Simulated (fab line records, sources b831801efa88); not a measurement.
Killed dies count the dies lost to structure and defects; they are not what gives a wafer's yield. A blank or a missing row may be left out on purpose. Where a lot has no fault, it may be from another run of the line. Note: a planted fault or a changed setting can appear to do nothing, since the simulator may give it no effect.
Shared-tool check :: flow sky130 :: Sampled: 14 lots, 42 wafers

THE REASON FOR OPENING IT
Of 14 lots, 2 have the reading SD_N_RS flagged at SKY_SD_N_RS_MEAS_16. Fault-free wafers read 68.57 ohm/sq, with a standard deviation of 0.13.
Rule: flag the lot when none of its wafers has a number, or when each of its wafers that has one lies beyond 4 standard deviations from that mean. All remaining lots are regarded as sound.

lot: L842
measured: day 28 10:24
on: film_metro-03
SD_N_RS (ohm/sq), wafer by wafer: 68.55 68.54 68.61
flag: 

lot: L843
measured: day 28 18:37
on: film_metro-02
SD_N_RS (ohm/sq), wafer by wafer: 68.51 68.64 68.74
flag: 

lot: L847
measured: day 30 03:26
on: film_metro-04
SD_N_RS (ohm/sq), wafer by wafer: 61.27 61.23 61.17
flag: FLAGGED

lot: L851
measured: day 31 14:20
on: film_metro-04
SD_N_RS (ohm/sq), wafer by wafer: 61.28 61.33 61.27
flag: FLAGGED

lot: L853
measured: day 32 00:49
on: film_metro-03
SD_N_RS (ohm/sq), wafer by wafer: 68.52 68.56 68.71
flag: 

lot: L854
measured: day 32 07:37
on: film_metro-03
SD_N_RS (ohm/sq), wafer by wafer: 68.72 68.45 68.58
flag: 

lot: L855
measured: day 32 17:47
on: film_metro-04
SD_N_RS (ohm/sq), wafer by wafer: 68.48 68.28 68.40
flag: 

lot: L858
measured: day 33 21:50
on: film_metro-03
SD_N_RS (ohm/sq), wafer by wafer: 68.63 68.66 68.55
flag: 

lot: L859
measured: day 34 06:02
on: film_metro-03
SD_N_RS (ohm/sq), wafer by wafer: 68.73 68.82 68.71
flag: 

lot: L860
measured: day 34 18:14
on: film_metro-03
SD_N_RS (ohm/sq), wafer by wafer: 68.66 68.71 68.80
flag: 

lot: L861
measured: day 34 19:59
on: film_metro-03
SD_N_RS (ohm/sq), wafer by wafer: 68.58 68.70 68.75
flag: 

lot: L862
measured: day 35 01:44
on: film_metro-03
SD_N_RS (ohm/sq), wafer by wafer: 68.71 68.66 68.52
flag: 

lot: L863
measured: day 35 06:05
on: film_metro-03
SD_N_RS (ohm/sq), wafer by wafer: 68.55 68.71 68.59
flag: 

lot: L864
measured: day 35 11:53
on: film_metro-04
SD_N_RS (ohm/sq), wafer by wafer: 68.50 68.46 68.68
flag: 
Average over the flagged lots: 61.26 ohm/sq; offset from the usual -7.31 ohm/sq, equal to -56 standard deviations.

EACH LOT AND THE TOOL IT RAN ON
2 process steps preceding the reading are held in the record, out of 708 steps in the route. Each cell gives the tool, then ch followed by the chambers the sampled wafers passed through, then the start.
lot: L842
flag: 
SKY_SD_N_IMPLANT_09: implanter-02 ch 0, day 28 09:43
SKY_SD_N_STRIP_11: plasma_asher-01 ch 0,1, day 28 09:59

lot: L843
flag: 
SKY_SD_N_IMPLANT_09: implanter-03 ch 0, day 28 17:56
SKY_SD_N_STRIP_11: plasma_asher-02 ch 0,1, day 28 18:13

lot: L847
flag: FLAGGED
SKY_SD_N_IMPLANT_09: implanter-04 ch 0, day 30 02:46
SKY_SD_N_STRIP_11: plasma_asher-01 ch 0,1, day 30 03:02

lot: L851
flag: FLAGGED
SKY_SD_N_IMPLANT_09: implanter-04 ch 0, day 31 13:38
SKY_SD_N_STRIP_11: plasma_asher-02 ch 0,1, day 31 13:56

lot: L853
flag: 
SKY_SD_N_IMPLANT_09: implanter-02 ch 0, day 32 00:08
SKY_SD_N_STRIP_11: plasma_asher-03 ch 0,1, day 32 00:25

lot: L854
flag: 
SKY_SD_N_IMPLANT_09: implanter-02 ch 0, day 32 06:53
SKY_SD_N_STRIP_11: plasma_asher-01 ch 0,1, day 32 07:11

lot: L855
flag: 
SKY_SD_N_IMPLANT_09: implanter-03 ch 0, day 32 17:07
SKY_SD_N_STRIP_11: plasma_asher-02 ch 0, day 32 17:25

lot: L858
flag: 
SKY_SD_N_IMPLANT_09: implanter-02 ch 0, day 33 21:08
SKY_SD_N_STRIP_11: plasma_asher-02 ch 0,1, day 33 21:26

lot: L859
flag: 
SKY_SD_N_IMPLANT_09: implanter-04 ch 0, day 34 05:20
SKY_SD_N_STRIP_11: plasma_asher-03 ch 0,1, day 34 05:38

lot: L860
flag: 
SKY_SD_N_IMPLANT_09: implanter-03 ch 0, day 34 17:32
SKY_SD_N_STRIP_11: plasma_asher-03 ch 0,1, day 34 17:50

lot: L861
flag: 
SKY_SD_N_IMPLANT_09: implanter-04 ch 0, day 34 19:17
SKY_SD_N_STRIP_11: plasma_asher-03 ch 0,1, day 34 19:35

lot: L862
flag: 
SKY_SD_N_IMPLANT_09: implanter-04 ch 0, day 35 01:04
SKY_SD_N_STRIP_11: plasma_asher-03 ch 0,1, day 35 01:22

lot: L863
flag: 
SKY_SD_N_IMPLANT_09: implanter-02 ch 0, day 35 05:25
SKY_SD_N_STRIP_11: plasma_asher-02 ch 0,1, day 35 05:41

lot: L864
flag: 
SKY_SD_N_IMPLANT_09: implanter-02 ch 0, day 35 11:13
SKY_SD_N_STRIP_11: plasma_asher-01 ch 0,1, day 35 11:29
These steps, and what they do:
- SKY_SD_N_IMPLANT_09
- SKY_SD_N_STRIP_11: strips in O2/N2.
- SKY_SD_N_RS_MEAS_16: measures by four-point-probe.

FLAGGED AGAINST TOTAL, ONE TOOL AT A TIME (gauges that did the reading follow at the end)
step: SKY_SD_N_IMPLANT_09
tool: implanter-02
lots run: 6
flagged: 0
share of the flagged lots: none
sound lots run after its first flagged lot: -

step: SKY_SD_N_IMPLANT_09
tool: implanter-03
lots run: 3
flagged: 0
share of the flagged lots: none
sound lots run after its first flagged lot: -

step: SKY_SD_N_IMPLANT_09
tool: implanter-04
lots run: 5
flagged: 2
share of the flagged lots: all
sound lots run after its first flagged lot: 3 (L859,L861,L862)

step: SKY_SD_N_STRIP_11
tool: plasma_asher-01
lots run: 4
flagged: 1
share of the flagged lots: some
sound lots run after its first flagged lot: 2 (L854,L864)

step: SKY_SD_N_STRIP_11
tool: plasma_asher-02
lots run: 5
flagged: 1
share of the flagged lots: some
sound lots run after its first flagged lot: 3 (L855,L858,L863)

step: SKY_SD_N_STRIP_11
tool: plasma_asher-03
lots run: 5
flagged: 0
share of the flagged lots: none
sound lots run after its first flagged lot: -

step: SKY_SD_N_RS_MEAS_16
tool: film_metro-02
lots run: 1
flagged: 0
share of the flagged lots: none
sound lots run after its first flagged lot: -

step: SKY_SD_N_RS_MEAS_16
tool: film_metro-03
lots run: 9
flagged: 0
share of the flagged lots: none
sound lots run after its first flagged lot: -

step: SKY_SD_N_RS_MEAS_16
tool: film_metro-04
lots run: 4
flagged: 2
share of the flagged lots: all
sound lots run after its first flagged lot: 2 (L855,L864)

WHAT THE TABLE PERMITS
Every flagged lot went through 2 rows of the table: implanter-04 at SKY_SD_N_IMPLANT_09 and film_metro-04 at SKY_SD_N_RS_MEAS_16.
- implanter-04 at SKY_SD_N_IMPLANT_09: 2 of its 5 lots flagged. Sound lots ran on it after the first flagged one (L859, L861, L862), which a lasting fault on the whole tool wouldn't allow. Its own readings (beam_energy_keV) fall more than 4 standard deviations out on all wafers of the flagged lots.
- film_metro-04 at SKY_SD_N_RS_MEAS_16: 2 of its 4 lots flagged. Sound lots ran on it after the first flagged one (L855, L864), which a lasting fault on the whole tool wouldn't allow.
No row of the table ran every flagged lot and no sound lot after the first.

WHAT THE SIMULATOR HAD INSERTED
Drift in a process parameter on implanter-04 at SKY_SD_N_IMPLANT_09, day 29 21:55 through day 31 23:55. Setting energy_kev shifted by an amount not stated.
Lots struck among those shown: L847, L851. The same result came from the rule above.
